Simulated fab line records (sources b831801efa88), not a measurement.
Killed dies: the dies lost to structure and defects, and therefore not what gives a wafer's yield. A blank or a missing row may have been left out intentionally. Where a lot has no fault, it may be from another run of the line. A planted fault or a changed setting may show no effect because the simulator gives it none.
Chamber matching | flow sky130 | 4 sister chambers for SKY_CONTACT_CMP_04 on cmp-02
The step polishes SiO2. 4 wafers are shown with their chamber, then 9 later ones without.

== EACH WAFER AND ITS CHAMBER ==
wafer  | chamber | motor current A (A)
L079.2 | 0       | 12.6
L079.5 | 3       | 12.2
L082.2 | 1       | 11.4
L082.6 | 2       | 13.3

== WAFERS WITHOUT THEIR CHAMBER ==
wafer  | motor current A (A)
L085.2 | 12.6
L085.3 | 13.1
L085.6 | 11.7
L091.1 | 12.2
L091.2 | 12.7
L091.4 | 11.4
L094.3 | 13.2
L094.4 | 12.2
L094.5 | 12.5

== CHAMBER TAKEN BY EACH ==
wafer  | from the rows above     | in truth
L085.2 | 0                       | 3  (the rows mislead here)
L085.3 | 2                       | 2
L085.6 | can't be placed: 1 or 3 | 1
L091.1 | 3                       | 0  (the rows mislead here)
L091.2 | 0                       | 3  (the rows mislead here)
L091.4 | 1                       | 1
L094.3 | 2                       | 2
L094.4 | 3                       | 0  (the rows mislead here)
L094.5 | can't be placed: 0 or 3 | 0
Correct placement for 3 of the 9. Unplaceable from these rows: 2, with the true chamber sitting among the candidates in 2. 4 placed wrongly.
How it was worked out, from the rows above alone: a wafer's distance from a chamber is the root of the sum, over the readings, of the square of ((its reading less the chamber's mean) divided by the reading's scatter). If the next closest chamber is less than 2 further off than the closest, the wafer can't be placed; otherwise it belongs to the closest. The mean given for a chamber averages the wafers shown for that chamber. The scatter: root of mean squared gap, hidden wafer to nearest shown wafer, with one shown wafer a chamber.
